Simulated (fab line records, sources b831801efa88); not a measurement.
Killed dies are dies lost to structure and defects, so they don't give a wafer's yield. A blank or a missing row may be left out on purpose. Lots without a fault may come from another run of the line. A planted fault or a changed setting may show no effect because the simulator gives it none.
fab line records | flow gf180mcu
record lots=5 wafers=15 last_day=34
route steps=602 shown MVPSD@81 VT_IMPLANT@90
lots that met no fault: from a run of the same line without faults
start_h: hours from the record's first day to the start of the lot's first wafer shown | wait_h: hours since the lot's step before | " the same as in the row above | L1.1+2: a row that stands for several wafers | - no value, or no start given | * or withheld: withheld | < > ~ a bound
route shown NAME@n: a module of which the file shows steps, and the number in the route of the first | usual: mean/standard deviation of fault-free wafers | same: alike in all rows | chamber/n: place in a boat | sites: the reading at each site | _std_site: their standard deviation | _edge_site: outer sites' mean less inner sites' | radius_mm: how far each site lies from the wafer's centre | mask NAME#n: copy n | behind: the tool/chamber that last shaped the wafer | hold: why the lot was held/for how many hours/how that ended | device: the transistor (n, p or np) that didn't switch | end of line: the same wafers' tests at the end of the route | a step without rows: its recipe alone | killed: dies lost to structure and defects at the first sort, not the wafer's yield | map: a wafer's dies, x killed, . not, _ none there
set.NAME: the setting as run; set.NAME@STEP: as run at that earlier step | model.NAME: the simulator's own value behind a step, which no gauge read
lots at some steps of the route; a table a step, a row a wafer
services: from which hour (start_h, from the record's first day; less than 0 if before it) a tool's chamber was out of use, for how many hours, and why
## steps
# step GF_MVPSD_SOFTBAKE_03
# recipe temp_c=110 time_s=withheld
# columns lot.wafer tool chamber start_h wait_h
L076.1+3+4 litho_track-03 0 101.59 0.1
L079.1+2+5 litho_track-03 0 124.84 0.1
L083.3+5+6 litho_track-01 0 143.88 0.1
L088.4+5+6 litho_track-03 0 171.84 0.1
L097.1+4+6 litho_track-01 0 223.66 0.1
# step GF_MVPSD_EXPOSE_04
# recipe mask_id=MVPSD target_cd_nm=1000 na=0.6 source_shape=conventional sigma_outer=0.6 dose_mj=260
# same na=0.6
# columns lot.wafer tool chamber start_h wait_h mask
L076.1+3+4 iline_stepper-01 0 - - MVPSD#0
L079.1+2+5 iline_stepper-02 0 - - MVPSD#0
L083.3+5+6 iline_stepper-02 0 - - MVPSD#0
L088.4+5+6 iline_stepper-02 0 - - MVPSD#0
L097.1+4+6 iline_stepper-01 0 - - MVPSD#0
# step GF_MVPSD_PEB_05
# recipe temp_c=115 time_s=withheld
# columns lot.wafer tool chamber start_h wait_h
L076.1+3+4 litho_track-04 0 - -
L079.1+2+5 litho_track-01 0 - -
L083.3+5+6 litho_track-03 0 - -
L088.4+5+6 litho_track-03 0 - -
L097.1+4+6 litho_track-01 0 - -
# step GF_MVPSD_DEVELOP_06
# recipe wall_angle_deg=90 develop_time_s=60 dev_temp_c=23
# columns lot.wafer tool chamber start_h wait_h
L076.1+3+4 litho_track-04 0 - -
L079.1+2+5 litho_track-01 0 - -
L083.3+5+6 litho_track-03 0 - -
L088.4+5+6 litho_track-03 0 - -
L097.1+4+6 litho_track-01 0 - -
# step GF_MVPSD_OVL_MEAS_07
# usual MVPSD_OVL=0.2/1.4
# columns lot.wafer tool chamber start_h wait_h MVPSD_OVL[nm]
L076.1 overlay-01 - 108.66 - 1.2
L076.3 " - " " -0.6
L076.4 " - " " 0.9
L079.1 overlay-01 - 133.06 - -0.3
L079.2 " - " " 1.1
L079.5 " - " " 0.2
L083.3 overlay-02 - 151.95 - 1.3
L083.5 " - " " 0.1
L083.6 " - " " 0.5
L088.4 overlay-02 - 180.21 - -0.4
L088.5 " - " " 1.3
L088.6 " - " " 0.3
L097.1 overlay-02 - 233.01 - 1.2
L097.4 " - " " 1.2
L097.6 " - " " 0.0
# step GF_MVPSD_IMPLANT_08
# recipe species=B energy_kev=170 dose_cm2=1.5e+13 tilt_deg=0
# columns lot.wafer tool chamber start_h wait_h
L076.1+3+4 implanter-02 0 108.70 0.0
L079.1+2+5 implanter-04 0 133.10 0.0
L083.3+5+6 implanter-04 0 152.03 0.1
L088.4+5+6 implanter-04 0 180.30 0.1
L097.1+4+6 implanter-04 0 233.05 0.0
# step GF_MVPSD_IMPLANT_09
# recipe species=B energy_kev=40 dose_cm2=5e+12 tilt_deg=0
# columns lot.wafer tool chamber start_h wait_h
L076.1+3+4 implanter-02 0 108.85 0.1
L079.1+2+5 implanter-04 0 133.25 0.1
L083.3+5+6 implanter-04 0 152.18 0.1
L088.4+5+6 implanter-04 0 180.45 0.1
L097.1+4+6 implanter-04 0 233.20 0.1
# step GF_MVPSD_STRIP_10
# recipe chemistry=O2/N2 power_w=1400 pressure_mtorr=1500 platen_temp_c=250 o2_flow_sccm=3000 n2_flow_sccm=300 overash_fraction=0.5
# usual drypump_motor_current_A=5.4/0.37 heater_power_w=321/29 oes_product_au=0.723/0.0042 strip_time_to_endpoint_s=36.95/0.11
# same overash_fraction=0.5
# columns lot.wafer tool chamber start_h wait_h drypump_motor_current_A heater_power_w oes_product_au rf_hours_counter_h strip_time_to_endpoint_s
L076.1 plasma_asher-01 0 109.00 0.1 5.0 335 0.732 43 36.92
L076.3 " 1 " " 5.2 276 0.713 - 36.84
L076.4 " 0 " " 5.0 332 0.718 - 36.82
L079.1 plasma_asher-01 1 133.40 0.1 5.2 283 0.721 45 36.71
L079.2 " 0 " " 5.0 328 0.715 45 36.83
L079.5 " 1 " " 5.2 278 0.714 - 36.71
L083.3 plasma_asher-01 0 152.31 0.1 5.0 325 0.723 - 36.99
L083.5 " 1 " " 5.2 280 0.727 - 36.97
L083.6 " 0 " " 5.0 332 0.726 - 36.92
L088.4 plasma_asher-01 0 180.56 0.1 5.0 333 0.726 - 36.92
L088.5 " 1 " " 5.2 278 0.723 - 36.86
L088.6 " 0 " " 5.0 326 0.724 - 36.94
L097.1 plasma_asher-01 0 233.35 0.1 5.0 327 0.723 55 36.95
L097.4 " 1 " " 5.3 286 0.717 - 36.97
L097.6 " 0 " " 5.0 322 0.722 - 36.99
# step GF_MVPSD_TW_MEAS_11
# usual MVPSD_TW=551.2/2.8
# columns lot.wafer tool chamber start_h wait_h MVPSD_TW
L076.1 film_metro-02 - 109.10 0.1 560.6
L076.3 " - " " 554.9
L076.4 " - " " 557.8
L079.1 film_metro-04 - 133.50 0.1 547.3
L079.2 " - " " 546.5
L079.5 " - " " 549.3
L083.3 film_metro-01 - 152.40 0.1 552.2
L083.5 " - " " 554.8
L083.6 " - " " 550.1
L088.4 film_metro-01 - 180.66 0.1 548.1
L088.5 " - " " 551.1
L088.6 " - " " 548.6
L097.1 film_metro-02 - 233.45 0.1 554.9
L097.4 " - " " 552.0
L097.6 " - " " 553.4
# step GF_VT_IMPLANT_DEHYDRATE_00
# recipe temp_c=200 time_s=60
# columns lot.wafer tool chamber start_h wait_h
L076.1+3+4 litho_track-04 0 116.01 6.9
L079.1+2+5 litho_track-02 0 140.39 6.9
L083.3+5+6 litho_track-04 0 159.61 7.2
L088.4+5+6 litho_track-02 0 188.51 7.8
L097.1+4+6 litho_track-02 0 241.79 8.3
# step GF_VT_IMPLANT_HMDS_01
# recipe prime_time_s=60 prime_temp_c=120
# columns lot.wafer tool chamber start_h wait_h
L076.1+3+4 litho_track-04 0 116.16 0.1
L079.1+2+5 litho_track-02 0 140.54 0.1
L083.3+5+6 litho_track-04 0 159.76 0.1
L088.4+5+6 litho_track-02 0 188.66 0.1
L097.1+4+6 litho_track-02 0 241.94 0.1
# step GF_VT_IMPLANT_COAT_02
# recipe resist=NOVOLAK spin_rpm=3000 resist_thk_nm=1000
# columns lot.wafer tool chamber start_h wait_h
L076.1+3+4 litho_track-04 0 116.31 0.1
L079.1+2+5 litho_track-02 0 140.69 0.1
L083.3+5+6 litho_track-04 0 159.91 0.1
L088.4+5+6 litho_track-02 0 188.81 0.1
L097.1+4+6 litho_track-02 0 242.09 0.1
# step GF_VT_IMPLANT_SOFTBAKE_03
# recipe temp_c=90 time_s=60 resist=NOVOLAK
# columns lot.wafer tool chamber start_h wait_h
L076.1+3+4 litho_track-04 0 116.46 0.1
L079.1+2+5 litho_track-02 0 140.84 0.1
L083.3+5+6 litho_track-04 0 160.06 0.1
L088.4+5+6 litho_track-02 0 188.96 0.1
L097.1+4+6 litho_track-02 0 242.24 0.1
# step GF_VT_IMPLANT_EXPOSE_04
# recipe mask_id=LVPWELL_LV_AREA target_cd_nm=600 na=0.6 source_shape=conventional sigma_outer=0.6 dose_mj=140
# same na=0.6
# columns lot.wafer tool chamber start_h wait_h mask
L076.1+3+4 iline_stepper-01 0 - - LVPWELL_LV_AREA#0
L079.1+2+5 iline_stepper-02 0 - - LVPWELL_LV_AREA#0
L083.3+5+6 iline_stepper-02 0 - - LVPWELL_LV_AREA#0
L088.4+5+6 iline_stepper-02 0 - - LVPWELL_LV_AREA#0
L097.1+4+6 iline_stepper-02 0 - - LVPWELL_LV_AREA#0
# step GF_VT_IMPLANT_PEB_05
# recipe temp_c=withheld time_s=* resist=NOVOLAK
# columns lot.wafer tool chamber start_h wait_h
L076.1+3+4 litho_track-04 0 - -
L079.1+2+5 litho_track-02 0 - -
L083.3+5+6 litho_track-02 0 - -
L088.4+5+6 litho_track-03 0 - -
L097.1+4+6 litho_track-02 0 - -
# step GF_VT_IMPLANT_DEVELOP_06
# recipe develop_time_s=60 dev_temp_c=23
# columns lot.wafer tool chamber start_h wait_h
L076.1+3+4 litho_track-04 0 123.36 0.1
L079.1+2+5 litho_track-02 0 148.49 0.1
L083.3+5+6 litho_track-02 0 168.74 0.1
L088.4+5+6 litho_track-03 0 197.22 0.1
L097.1+4+6 litho_track-02 0 251.84 0.1
# step GF_VT_IMPLANT_OVL_MEAS_07
# usual VT_IMPLANT_OVL=0.0/1.4
# columns lot.wafer tool chamber start_h wait_h VT_IMPLANT_OVL[nm]
L076.1 overlay-01 - 123.51 0.1 -1.0
L076.3 " - " " 0.8
L076.4 " - " " -0.8
L079.1 overlay-01 - 148.64 0.1 -2.4
L079.2 " - " " -0.6
L079.5 " - " " -3.6
L083.3 overlay-02 - 168.85 0.1 -1.1
L083.5 " - " " -1.6
L083.6 " - " " -2.1
L088.4 overlay-02 - 197.31 0.1 -0.4
L088.5 " - " " 0.0
L088.6 " - " " 1.1
L097.1 overlay-01 - 251.99 0.1 -2.1
L097.4 " - " " -0.5
L097.6 " - " " -0.3
# step GF_VT_IMPLANT_IMPLANT_08
# recipe species=BF2 energy_kev=20 dose_cm2=8.29e+12 tilt_deg=7
# columns lot.wafer tool chamber start_h wait_h
L076.1+3+4 implanter-04 0 123.55 0.0
L079.1+2+5 implanter-04 0 148.68 0.0
L083.3+5+6 implanter-02 0 168.92 0.1
L088.4+5+6 implanter-04 0 197.40 0.1
L097.1+4+6 implanter-01 0 252.02 0.0
# step GF_VT_IMPLANT_STRIP_09
# recipe chemistry=O2/N2 power_w=1400 pressure_mtorr=1500 platen_temp_c=250 o2_flow_sccm=3000 n2_flow_sccm=300 overash_fraction=0.5
# usual drypump_motor_current_A=5.73/0.24 heater_power_w=334/19 oes_product_au=0.716/0.0043 strip_time_to_endpoint_s=12.62/0.033
# same overash_fraction=0.5
# columns lot.wafer tool chamber start_h wait_h drypump_motor_current_A heater_power_w oes_product_au rf_hours_counter_h strip_time_to_endpoint_s
L076.1 plasma_asher-03 0 123.70 0.1 5.90 360 0.712 35 12.63
L076.3 " 1 " " 5.92 339 0.715 - 12.65
L076.4 " 0 " " 5.91 360 0.720 - 12.63
L079.1 plasma_asher-04 1 148.83 0.1 5.66 320 0.713 3 12.61
L079.2 " 0 " " 5.94 328 0.714 3 12.59
L079.5 " 0 " " 5.94 326 0.718 - 12.58
L083.3 plasma_asher-02 1 169.06 0.1 5.29 301 0.717 - 12.60
L083.5 " 1 " " 5.26 304 0.714 - 12.56
L083.6 " 0 " " 5.55 322 0.709 - 12.60
L088.4 plasma_asher-02 0 197.51 0.1 5.58 327 0.715 - 12.63
L088.5 " 0 " " 5.56 329 0.711 - 12.61
L088.6 " 1 " " 5.26 311 0.720 - 12.58
L097.1 plasma_asher-02 0 252.17 0.1 5.58 335 0.718 60 12.61
L097.4 " 0 " " 5.55 336 0.718 - 12.66
L097.6 " 0 " " 5.57 324 0.713 - 12.63
# step GF_VT_IMPLANT_TW_MEAS_10
# usual VT_IMPLANT_TW=559/3.6
# columns lot.wafer tool chamber start_h wait_h VT_IMPLANT_TW
L076.1 film_metro-01 - 123.80 0.1 565
L076.3 " - " " 559
L076.4 " - " " 563
L079.1 film_metro-04 - 148.93 0.1 565
L079.2 " - " " 564
L079.5 " - " " 562
L083.3 film_metro-03 - 169.14 0.1 561
L083.5 " - " " 558
L083.6 " - " " 557
L088.4 film_metro-03 - 197.61 0.1 557
L088.5 " - " " 559
L088.6 " - " " 559
L097.1 film_metro-03 - 252.27 0.1 555
L097.4 " - " " 558
L097.6 " - " " 554
# step GF_VT_IMPLANT_DEHYDRATE_11
# recipe temp_c=200 time_s=60
# columns lot.wafer tool chamber start_h wait_h
L076.1+3+4 litho_track-04 0 131.06 7.3
L079.1+2+5 litho_track-02 0 155.99 7.1
L083.3+5+6 litho_track-04 0 176.46 7.3
L088.4+5+6 litho_track-04 0 205.58 8.0
L097.1+4+6 litho_track-03 0 261.34 9.1
# step GF_VT_IMPLANT_HMDS_12
# recipe prime_time_s=60 prime_temp_c=120
# columns lot.wafer tool chamber start_h wait_h
L076.1+3+4 litho_track-04 0 131.21 0.1
L079.1+2+5 litho_track-02 0 156.14 0.1
L083.3+5+6 litho_track-04 0 176.61 0.1
L088.4+5+6 litho_track-04 0 205.73 0.1
L097.1+4+6 litho_track-03 0 261.49 0.1
# step GF_VT_IMPLANT_COAT_13
# recipe resist=NOVOLAK spin_rpm=3000 resist_thk_nm=1000
# columns lot.wafer tool chamber start_h wait_h
L076.1+3+4 litho_track-04 0 131.36 0.1
L079.1+2+5 litho_track-02 0 156.29 0.1
L083.3+5+6 litho_track-04 0 176.76 0.1
L088.4+5+6 litho_track-04 0 205.88 0.1
L097.1+4+6 litho_track-03 0 261.64 0.1
# step GF_VT_IMPLANT_SOFTBAKE_14
# recipe temp_c=90 time_s=60 resist=NOVOLAK
# columns lot.wafer tool chamber start_h wait_h
L076.1+3+4 litho_track-04 0 131.51 0.1
L079.1+2+5 litho_track-02 0 156.44 0.1
L083.3+5+6 litho_track-04 0 176.91 0.1
L088.4+5+6 litho_track-04 0 206.03 0.1
L097.1+4+6 litho_track-03 0 261.79 0.1
# step GF_VT_IMPLANT_EXPOSE_15
# recipe mask_id=Nwell_LV_AREA target_cd_nm=860 na=0.6 source_shape=conventional sigma_outer=0.6 dose_mj=140
# same na=0.6
# columns lot.wafer tool chamber start_h wait_h mask
L076.1+3+4 iline_stepper-01 0 - - Nwell_LV_AREA#0
L079.1+2+5 iline_stepper-01 0 - - Nwell_LV_AREA#0
L083.3+5+6 iline_stepper-02 0 - - Nwell_LV_AREA#0
L088.4+5+6 iline_stepper-02 0 - - Nwell_LV_AREA#0
L097.1+4+6 iline_stepper-02 0 - - Nwell_LV_AREA#0
# step GF_VT_IMPLANT_PEB_16
# recipe temp_c=withheld time_s=* resist=NOVOLAK
# columns lot.wafer tool chamber start_h wait_h
L076.1+3+4 litho_track-02 0 - -
L079.1+2+5 litho_track-03 0 - -
L083.3+5+6 litho_track-02 0 - -
L088.4+5+6 litho_track-03 0 - -
L097.1+4+6 litho_track-02 0 - -
# step GF_VT_IMPLANT_DEVELOP_17
# recipe develop_time_s=60 dev_temp_c=23
# columns lot.wafer tool chamber start_h wait_h
L076.1+3+4 litho_track-02 0 138.84 0.1
L079.1+2+5 litho_track-03 0 163.49 0.1
L083.3+5+6 litho_track-02 0 185.44 0.1
L088.4+5+6 litho_track-03 0 214.42 0.1
L097.1+4+6 litho_track-02 0 271.24 0.1
# step GF_VT_IMPLANT_OVL_MEAS_18
# usual VT_IMPLANT_01_OVL=-0.6/1.3
# columns lot.wafer tool chamber start_h wait_h VT_IMPLANT_01_OVL[nm]
L076.1 overlay-01 - 138.99 0.1 -1.6
L076.3 " - " " -1.1
L076.4 " - " " -1.0
L079.1 overlay-02 - 163.67 0.2 -0.8
L079.2 " - " " -0.3
L079.5 " - " " -1.7
L083.3 overlay-02 - 185.55 0.1 0.1
L083.5 " - " " -1.0
L083.6 " - " " 2.3
L088.4 overlay-02 - 214.51 0.1 -1.2
L088.5 " - " " 0.8
L088.6 " - " " -2.4
L097.1 overlay-01 - 271.39 0.1 1.7
L097.4 " - " " 1.1
L097.6 " - " " 1.4
# step GF_VT_IMPLANT_IMPLANT_19
# recipe species=As energy_kev=100 dose_cm2=4.35e+12 tilt_deg=7
# columns lot.wafer tool chamber start_h wait_h
L076.1+3+4 implanter-04 0 139.03 0.0
L079.1+2+5 implanter-02 0 163.82 0.1
L083.3+5+6 implanter-01 0 185.62 0.1
L088.4+5+6 implanter-02 0 214.60 0.1
L097.1+4+6 implanter-04 0 271.42 0.0
# step GF_VT_IMPLANT_STRIP_20
# recipe chemistry=O2/N2 power_w=1400 pressure_mtorr=1500 platen_temp_c=250 o2_flow_sccm=3000 n2_flow_sccm=300 overash_fraction=0.5
# usual drypump_motor_current_A=5.69/0.25 heater_power_w=331/18 oes_product_au=0.716/0.0047 strip_time_to_endpoint_s=12.62/0.032
# same overash_fraction=0.5
# columns lot.wafer tool chamber start_h wait_h drypump_motor_current_A heater_power_w oes_product_au rf_hours_counter_h strip_time_to_endpoint_s
L076.1 plasma_asher-02 1 139.18 0.1 5.25 309 0.719 48 12.58
L076.3 " 0 " " 5.56 322 0.713 - 12.60
L076.4 " 1 " " 5.27 306 0.715 - 12.63
L079.1 plasma_asher-02 0 163.97 0.1 5.55 328 0.712 51 12.57
L079.2 " 1 " " 5.32 316 0.712 51 12.57
L079.5 " 0 " " 5.56 319 0.714 - 12.63
L083.3 plasma_asher-03 0 185.76 0.1 5.92 373 0.714 - 12.62
L083.5 " 1 " " 5.92 345 0.718 - 12.61
L083.6 " 0 " " 5.93 367 0.723 - 12.61
L088.4 plasma_asher-03 1 214.71 0.1 5.92 341 0.715 - 12.57
L088.5 " 0 " " 5.93 364 0.723 - 12.57
L088.6 " 1 " " 5.91 335 0.711 - 12.59
L097.1 plasma_asher-03 0 271.57 0.1 5.89 361 0.714 50 12.65
L097.4 " 0 " " 5.89 357 0.718 - 12.65
L097.6 " 0 " " 5.88 371 0.713 - 12.66
# step GF_VT_IMPLANT_TW_MEAS_21
# usual VT_IMPLANT_2_TW=1203/7.5
# columns lot.wafer tool chamber start_h wait_h VT_IMPLANT_2_TW
L076.1 film_metro-04 - 139.28 0.1 1203
L076.3 " - " " 1197
L076.4 " - " " 1206
L079.1 film_metro-03 - 164.07 0.1 1192
L079.2 " - " " 1192
L079.5 " - " " 1187
L083.3 film_metro-04 - 185.84 0.1 1199
L083.5 " - " " 1199
L083.6 " - " " 1202
L088.4 film_metro-01 - 214.81 0.1 1210
L088.5 " - " " 1211
L088.6 " - " " 1201
L097.1 film_metro-01 - 271.67 0.1 1209
L097.4 " - " " 1202
L097.6 " - " " 1209
# step GF_VT_IMPLANT_DEHYDRATE_22
# recipe temp_c=200 time_s=60
# columns lot.wafer tool chamber start_h wait_h
L076.1+3+4 litho_track-04 0 146.51 7.2
L079.1+2+5 litho_track-03 0 171.94 7.9
L083.3+5+6 litho_track-02 0 193.84 8.0
L088.4+5+6 litho_track-02 0 223.16 8.3
L097.1+4+6 litho_track-03 0 281.34 9.7
# step GF_VT_IMPLANT_HMDS_23
# recipe prime_time_s=60 prime_temp_c=120
# columns lot.wafer tool chamber start_h wait_h
L076.1+3+4 litho_track-04 0 146.66 0.1
L079.1+2+5 litho_track-03 0 172.09 0.1
L083.3+5+6 litho_track-02 0 193.99 0.1
L088.4+5+6 litho_track-02 0 223.31 0.1
L097.1+4+6 litho_track-03 0 281.49 0.1
# step GF_VT_IMPLANT_COAT_24
# recipe resist=NOVOLAK spin_rpm=3000 resist_thk_nm=1000
# columns lot.wafer tool chamber start_h wait_h
L076.1+3+4 litho_track-04 0 146.81 0.1
L079.1+2+5 litho_track-03 0 172.24 0.1
L083.3+5+6 litho_track-02 0 194.14 0.1
L088.4+5+6 litho_track-02 0 223.46 0.1
L097.1+4+6 litho_track-03 0 281.64 0.1
# step GF_VT_IMPLANT_SOFTBAKE_25
# recipe temp_c=90 time_s=60 resist=NOVOLAK
# columns lot.wafer tool chamber start_h wait_h
L076.1+3+4 litho_track-04 0 146.96 0.1
L079.1+2+5 litho_track-03 0 172.39 0.1
L083.3+5+6 litho_track-02 0 194.29 0.1
L088.4+5+6 litho_track-02 0 223.61 0.1
L097.1+4+6 litho_track-03 0 281.79 0.1
# step GF_VT_IMPLANT_EXPOSE_26
# recipe mask_id=LVPWELL_HV_AREA target_cd_nm=860 na=0.6 source_shape=conventional sigma_outer=0.6 dose_mj=140
# same na=0.6
# columns lot.wafer tool chamber start_h wait_h mask
L076.1+3+4 iline_stepper-01 0 - - LVPWELL_HV_AREA#0
L079.1+2+5 iline_stepper-02 0 - - LVPWELL_HV_AREA#0
L083.3+5+6 iline_stepper-01 0 - - LVPWELL_HV_AREA#0
L088.4+5+6 iline_stepper-02 0 - - LVPWELL_HV_AREA#0
L097.1+4+6 iline_stepper-01 0 - - LVPWELL_HV_AREA#0
# step GF_VT_IMPLANT_PEB_27
# recipe temp_c=withheld time_s=* resist=NOVOLAK
# columns lot.wafer tool chamber start_h wait_h
L076.1+3+4 litho_track-03 0 - -
L079.1+2+5 litho_track-03 0 - -
L083.3+5+6 litho_track-04 0 - -
L088.4+5+6 litho_track-04 0 - -
L097.1+4+6 litho_track-03 0 - -
# step GF_VT_IMPLANT_DEVELOP_28
# recipe develop_time_s=60 dev_temp_c=23
# columns lot.wafer tool chamber start_h wait_h
L076.1+3+4 litho_track-03 0 154.24 0.1
L079.1+2+5 litho_track-03 0 180.34 0.1
L083.3+5+6 litho_track-04 0 202.01 0.1
L088.4+5+6 litho_track-04 0 232.98 0.1
L097.1+4+6 litho_track-03 0 291.14 0.1
# step GF_VT_IMPLANT_OVL_MEAS_29
# usual VT_IMPLANT_02_OVL=0.7/1.4
# columns lot.wafer tool chamber start_h wait_h VT_IMPLANT_02_OVL[nm]
L076.1 overlay-02 - 156.83 2.6 3.5
L076.3 " - " " 1.0
L076.4 " - " " 1.5
L079.1 overlay-02 - 181.09 0.7 -1.7
L079.2 " - " " -0.6
L079.5 " - " " -0.1
L083.3 overlay-02 - 202.12 0.1 0.0
L083.5 " - " " 1.9
L083.6 " - " " 1.1
L088.4 overlay-01 - 233.08 0.1 -0.6
L088.5 " - " " 0.1
L088.6 " - " " 0.5
L097.1 overlay-01 - 291.29 0.1 0.7
L097.4 " - " " 2.0
L097.6 " - " " 1.7
# step GF_VT_IMPLANT_IMPLANT_30
# recipe species=B energy_kev=25 dose_cm2=2.534e+12 tilt_deg=7
# columns lot.wafer tool chamber start_h wait_h
L076.1+3+4 implanter-01 0 156.87 0.0
L079.1+2+5 implanter-01 0 181.12 0.0
L083.3+5+6 implanter-04 0 202.19 0.1
L088.4+5+6 implanter-01 0 233.17 0.1
L097.1+4+6 implanter-02 0 291.32 0.0
# step GF_VT_IMPLANT_STRIP_31
# recipe chemistry=O2/N2 power_w=1400 pressure_mtorr=1500 platen_temp_c=250 o2_flow_sccm=3000 n2_flow_sccm=300 overash_fraction=0.5
# usual drypump_motor_current_A=5.67/0.25 heater_power_w=330/18 oes_product_au=0.717/0.0051 strip_time_to_endpoint_s=12.62/0.033
# same overash_fraction=0.5
# columns lot.wafer tool chamber start_h wait_h drypump_motor_current_A heater_power_w oes_product_au rf_hours_counter_h strip_time_to_endpoint_s
L076.1 plasma_asher-04 0 157.02 0.1 5.97 328 0.718 4 12.67
L076.3 " 1 " " 5.65 325 0.708 - 12.61
L076.4 " 0 " " 5.95 329 0.718 - 12.65
L079.1 plasma_asher-02 0 181.27 0.1 5.56 327 0.715 52 12.62
L079.2 " 1 " " 5.29 305 0.714 52 12.58
L079.5 " 0 " " 5.56 329 0.712 - 12.59
L083.3 plasma_asher-03 0 202.33 0.1 5.90 361 0.714 - 12.59
L083.5 " 0 " " 5.91 374 0.711 - 12.65
L083.6 " 1 " " 5.91 328 0.716 - 12.64
L088.4 plasma_asher-04 1 233.28 0.1 5.65 331 0.714 - 12.66
L088.5 " 0 " " 5.98 328 0.722 - 12.63
L088.6 " 1 " " 5.65 322 0.716 - 12.67
L097.1 plasma_asher-03 1 291.47 0.1 5.91 332 0.715 52 12.58
L097.4 " 0 " " 5.89 360 0.718 - 12.60
L097.6 " 1 " " 5.90 337 0.719 - 12.61
# step GF_VT_IMPLANT_TW_MEAS_32
# usual VT_IMPLANT_3_TW=266.5/1.4
# columns lot.wafer tool chamber start_h wait_h VT_IMPLANT_3_TW
L076.1 film_metro-01 - 157.12 0.1 269.0
L076.3 " - " " 267.7
L076.4 " - " " 267.8
L079.1 film_metro-03 - 181.37 0.1 265.1
L079.2 " - " " 266.4
L079.5 " - " " 265.4
L083.3 film_metro-03 - 202.41 0.1 266.8
L083.5 " - " " 266.9
L083.6 " - " " 267.9
L088.4 film_metro-04 - 233.37 0.1 267.7
L088.5 " - " " 268.0
L088.6 " - " " 267.9
L097.1 film_metro-03 - 291.57 0.1 264.2
L097.4 " - " " 265.2
L097.6 " - " " 263.6
# step GF_VT_IMPLANT_DEHYDRATE_33
# recipe temp_c=200 time_s=60
# columns lot.wafer tool chamber start_h wait_h
L076.1+3+4 litho_track-02 0 163.64 6.5
L079.1+2+5 litho_track-03 0 189.39 8.0
L083.3+5+6 litho_track-02 0 211.29 8.9
L088.4+5+6 litho_track-04 0 241.73 8.3
L097.1+4+6 litho_track-04 0 301.36 9.8
# step GF_VT_IMPLANT_HMDS_34
# recipe prime_time_s=60 prime_temp_c=120
# columns lot.wafer tool chamber start_h wait_h
L076.1+3+4 litho_track-02 0 163.79 0.1
L079.1+2+5 litho_track-03 0 189.54 0.1
L083.3+5+6 litho_track-02 0 211.44 0.1
L088.4+5+6 litho_track-04 0 241.88 0.1
L097.1+4+6 litho_track-04 0 301.51 0.1
# step GF_VT_IMPLANT_COAT_35
# recipe resist=NOVOLAK spin_rpm=3000 resist_thk_nm=1000
# columns lot.wafer tool chamber start_h wait_h
L076.1+3+4 litho_track-02 0 163.94 0.1
L079.1+2+5 litho_track-03 0 189.69 0.1
L083.3+5+6 litho_track-02 0 211.59 0.1
L088.4+5+6 litho_track-04 0 242.03 0.1
L097.1+4+6 litho_track-04 0 301.66 0.1
# step GF_VT_IMPLANT_SOFTBAKE_36
# recipe temp_c=90 time_s=60 resist=NOVOLAK
# columns lot.wafer tool chamber start_h wait_h
L076.1+3+4 litho_track-02 0 164.09 0.1
L079.1+2+5 litho_track-03 0 189.84 0.1
L083.3+5+6 litho_track-02 0 211.74 0.1
L088.4+5+6 litho_track-04 0 242.18 0.1
L097.1+4+6 litho_track-04 0 301.81 0.1
# step GF_VT_IMPLANT_EXPOSE_37
# recipe mask_id=Nwell_HV_AREA target_cd_nm=860 na=0.6 source_shape=conventional sigma_outer=0.6 dose_mj=140
# same na=0.6
# columns lot.wafer tool chamber start_h wait_h mask
L076.1+3+4 iline_stepper-01 0 - - Nwell_HV_AREA#0
L079.1+2+5 iline_stepper-01 0 - - Nwell_HV_AREA#0
L083.3+5+6 iline_stepper-01 0 - - Nwell_HV_AREA#0
L088.4+5+6 iline_stepper-01 0 - - Nwell_HV_AREA#0
L097.1+4+6 iline_stepper-02 0 - - Nwell_HV_AREA#0
# step GF_VT_IMPLANT_PEB_38
# recipe temp_c=withheld time_s=* resist=NOVOLAK
# columns lot.wafer tool chamber start_h wait_h
L076.1+3+4 litho_track-02 0 - -
L079.1+2+5 litho_track-03 0 - -
L083.3+5+6 litho_track-04 0 - -
L088.4+5+6 litho_track-03 0 - -
L097.1+4+6 litho_track-03 0 - -
# step GF_VT_IMPLANT_DEVELOP_39
# recipe develop_time_s=60 dev_temp_c=23
# columns lot.wafer tool chamber start_h wait_h
L076.1+3+4 litho_track-02 0 172.39 0.1
L079.1+2+5 litho_track-03 0 197.74 0.1
L083.3+5+6 litho_track-04 0 220.36 0.1
L088.4+5+6 litho_track-03 0 251.46 0.1
L097.1+4+6 litho_track-03 0 312.24 0.1
# step GF_VT_IMPLANT_OVL_MEAS_40
# usual VT_IMPLANT_03_OVL=0.9/1.3
# columns lot.wafer tool chamber start_h wait_h VT_IMPLANT_03_OVL[nm]
L076.1 overlay-02 - 172.54 0.1 1.8
L076.3 " - " " 0.0
L076.4 " - " " -0.4
L079.1 overlay-02 - 197.89 0.1 0.9
L079.2 " - " " 2.6
L079.5 " - " " 2.5
L083.3 overlay-01 - 220.47 0.1 1.5
L083.5 " - " " 1.1
L083.6 " - " " 1.1
L088.4 overlay-01 - 251.56 0.1 1.7
L088.5 " - " " 3.9
L088.6 " - " " 2.5
L097.1 overlay-02 - 312.39 0.1 -0.7
L097.4 " - " " 0.8
L097.6 " - " " -0.2
# step GF_VT_IMPLANT_IMPLANT_41
# recipe species=As energy_kev=70 dose_cm2=1.013e+12 tilt_deg=7
# columns lot.wafer tool chamber start_h wait_h
L076.1+3+4 implanter-04 0 172.57 0.0
L079.1+2+5 implanter-02 0 197.93 0.0
L083.3+5+6 implanter-04 0 220.69 0.2
L088.4+5+6 implanter-02 0 251.65 0.1
L097.1+4+6 implanter-01 0 312.42 0.0
## services
# columns tool chamber start_h hours kind
iline_stepper-01 - 81.06 3.6 repair
implanter-02 - 82.22 4.1 pm
iline_stepper-02 - 96.23 2.1 pm
implanter-01 - 98.20 1.0 repair
iline_stepper-02 - 98.31 - consumable_replace:lamp
plasma_asher-03 - 102.67 1.2 repair
plasma_asher-04 - 108.75 9.0 pm
plasma_asher-04 0 108.75 9.0 vent_cycle
plasma_asher-04 1 108.75 9.0 vent_cycle
iline_stepper-01 - 119.30 1.7 pm
implanter-02 - 128.30 3.7 pm
iline_stepper-01 0 152.25 - calibration
implanter-01 - 157.77 15.3 pm
iline_stepper-02 - 160.63 1.7 pm
litho_track-01 - 162.06 - consumable_replace:filter
implanter-01 - 173.08 5.1 pm
implanter-04 - 190.81 4.1 pm
iline_stepper-02 0 201.71 - calibration
implanter-01 - 211.43 1.3 repair
plasma_asher-02 - 226.03 1.4 repair
implanter-04 - 247.50 18.9 repair
plasma_asher-01 - 267.79 2.8 pm
implanter-01 - 276.49 3.6 pm
implanter-01 - 307.94 2.2 repair
## key
fault none
